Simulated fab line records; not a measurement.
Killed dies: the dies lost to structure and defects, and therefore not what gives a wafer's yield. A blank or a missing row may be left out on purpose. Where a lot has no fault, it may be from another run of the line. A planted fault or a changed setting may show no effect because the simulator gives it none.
Chamber matching :: flow sky130 :: 4 sister chambers for SKY_FIELD_ISO_CMP_27 on cmp-01
The step polishes, stops on Si3N4, t overpolish 16 s, target thk 457.8 nm. 27 wafers are shown with their chamber, then 12 later ones without.

## WAFERS, EACH WITH ITS CHAMBER
wafer: L074.3
chamber: 2
motor current A (A): 13.3
time to endpoint s (s): 114
head pressure psi (psi): 3.999

wafer: L074.4
chamber: 3
motor current A (A): 10.5
time to endpoint s (s): 114
head pressure psi (psi): 4.004

wafer: L074.5
chamber: 1
motor current A (A): 14.1
time to endpoint s (s): 114
head pressure psi (psi): 3.982

wafer: L076.2
chamber: 2
motor current A (A): 12.7
time to endpoint s (s): 116
head pressure psi (psi): 4.011

wafer: L076.3
chamber: 3
motor current A (A): 10.2
time to endpoint s (s): 120
head pressure psi (psi): 4.003

wafer: L076.5
chamber: 1
motor current A (A): 14.0
time to endpoint s (s): 114
head pressure psi (psi): 4.001

wafer: L075.2
chamber: 1
motor current A (A): 14.4
time to endpoint s (s): 111
head pressure psi (psi): 4.001

wafer: L075.3
chamber: 2
motor current A (A): 11.6
time to endpoint s (s): 115
head pressure psi (psi): 4.010

wafer: L075.5
chamber: 2
motor current A (A): 12.5
time to endpoint s (s): 120
head pressure psi (psi): 4.015

wafer: L081.3
chamber: 1
motor current A (A): 14.6
time to endpoint s (s): 115
head pressure psi (psi): 3.980

wafer: L081.5
chamber: 3
motor current A (A): 10.4
time to endpoint s (s): 119
head pressure psi (psi): 4.011

wafer: L081.6
chamber: 0
motor current A (A): 13.0
time to endpoint s (s): 112
head pressure psi (psi): 3.998

wafer: L082.4
chamber: 2
motor current A (A): 12.5
time to endpoint s (s): 113
head pressure psi (psi): 4.009

wafer: L082.5
chamber: 2
motor current A (A): 12.7
time to endpoint s (s): 116
head pressure psi (psi): 4.002

wafer: L082.6
chamber: 3
motor current A (A): 10.4
time to endpoint s (s): 116
head pressure psi (psi): 3.996

wafer: L083.2
chamber: 0
motor current A (A): 12.5
time to endpoint s (s): 114
head pressure psi (psi): 3.982

wafer: L083.5
chamber: 0
motor current A (A): 13.5
time to endpoint s (s): 115
head pressure psi (psi): 3.981

wafer: L083.6
chamber: 1
motor current A (A): 14.0
time to endpoint s (s): 114
head pressure psi (psi): 4.001

wafer: L084.2
chamber: 1
motor current A (A): 14.2
time to endpoint s (s): 115
head pressure psi (psi): 4.015

wafer: L084.3
chamber: 3
motor current A (A): 10.9
time to endpoint s (s): 116
head pressure psi (psi): 4.009

wafer: L084.6
chamber: 1
motor current A (A): 14.9
time to endpoint s (s): 115
head pressure psi (psi): 3.995

wafer: L087.3
chamber: 0
motor current A (A): 13.1
time to endpoint s (s): 109
head pressure psi (psi): 4.006

wafer: L087.4
chamber: 3
motor current A (A): 10.6
time to endpoint s (s): 117
head pressure psi (psi): 3.994

wafer: L087.6
chamber: 1
motor current A (A): 14.8
time to endpoint s (s): 114
head pressure psi (psi): 4.004

wafer: L091.3
chamber: 3
motor current A (A): 11.1
time to endpoint s (s): 117
head pressure psi (psi): 4.002

wafer: L091.4
chamber: 2
motor current A (A): 12.9
time to endpoint s (s): 114
head pressure psi (psi): 4.009

wafer: L091.5
chamber: 3
motor current A (A): 10.5
time to endpoint s (s): 121
head pressure psi (psi): 4.014

SIGNATURES (means of the wafers above)
reading: motor current A
chamber 0: 13.025
chamber 1: 14.375
chamber 2: 12.600
chamber 3: 10.575
scatter within a chamber: 0.397

reading: time to endpoint s
chamber 0: 112.50
chamber 1: 114.00
chamber 2: 115.43
chamber 3: 117.50
scatter within a chamber: 2.11

reading: head pressure psi
chamber 0: 3.99175
chamber 1: 3.99737
chamber 2: 4.00786
chamber 3: 4.00413
scatter within a chamber: 0.00912
Rule: a wafer lies at a distance from a chamber equal to the root of the sum of squares, over the readings, of (its reading less the chamber's mean, divided by the reading's scatter). The wafer belongs to the nearest chamber; if the next one is less than 2 further off, it can't be placed. The scatter is the square root of a quotient: the sum, over the shown wafers, of each reading's squared deviation from its chamber's mean, divided by wafers minus chambers.

## WAFERS WITH NO CHAMBER GIVEN
wafer: L093.3
motor current A (A): 13.5
time to endpoint s (s): 117
head pressure psi (psi): 4.013

wafer: L093.5
motor current A (A): 13.1
time to endpoint s (s): 116
head pressure psi (psi): 4.000

wafer: L093.6
motor current A (A): 15.3
time to endpoint s (s): 115
head pressure psi (psi): 3.999

wafer: L094.3
motor current A (A): 13.4
time to endpoint s (s): 113
head pressure psi (psi): 3.996

wafer: L094.4
motor current A (A): 12.9
time to endpoint s (s): 111
head pressure psi (psi): 4.010

wafer: L094.5
motor current A (A): 10.3
time to endpoint s (s): 117
head pressure psi (psi): 3.997

wafer: L096.1
motor current A (A): 12.7
time to endpoint s (s): 113
head pressure psi (psi): 3.997

wafer: L096.3
motor current A (A): 13.6
time to endpoint s (s): 117
head pressure psi (psi): 4.014

wafer: L096.6
motor current A (A): 13.2
time to endpoint s (s): 113
head pressure psi (psi): 4.005

wafer: L097.1
motor current A (A): 11.1
time to endpoint s (s): 111
head pressure psi (psi): 4.017

wafer: L097.2
motor current A (A): 12.6
time to endpoint s (s): 109
head pressure psi (psi): 4.007

wafer: L097.6
motor current A (A): 12.9
time to endpoint s (s): 110
head pressure psi (psi): 4.007

## EACH ONE'S CHAMBER
wafer: L093.3
from the rows above: can't be placed: 2 or 1 or 0
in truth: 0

wafer: L093.5
from the rows above: can't be placed: 2 or 0 or 1
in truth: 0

wafer: L093.6
from the rows above: 1
in truth: 1

wafer: L094.3
from the rows above: can't be placed: 0 or 1 or 2
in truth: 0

wafer: L094.4
from the rows above: can't be placed: 0 or 2
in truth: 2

wafer: L094.5
from the rows above: 3
in truth: 3

wafer: L096.1
from the rows above: can't be placed: 0 or 2
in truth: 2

wafer: L096.3
from the rows above: can't be placed: 2 or 1 or 0
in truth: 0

wafer: L096.6
from the rows above: can't be placed: 0 or 2 or 1
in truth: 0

wafer: L097.1
from the rows above: can't be placed: 3 or 2 or 0
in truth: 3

wafer: L097.2
from the rows above: can't be placed: 0 or 2
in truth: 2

wafer: L097.6
from the rows above: can't be placed: 0 or 2
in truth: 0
Correct placement for 2 of the 12. These rows do not allow placing 10 (true chamber among the candidates in 10). Placed wrongly: 0.
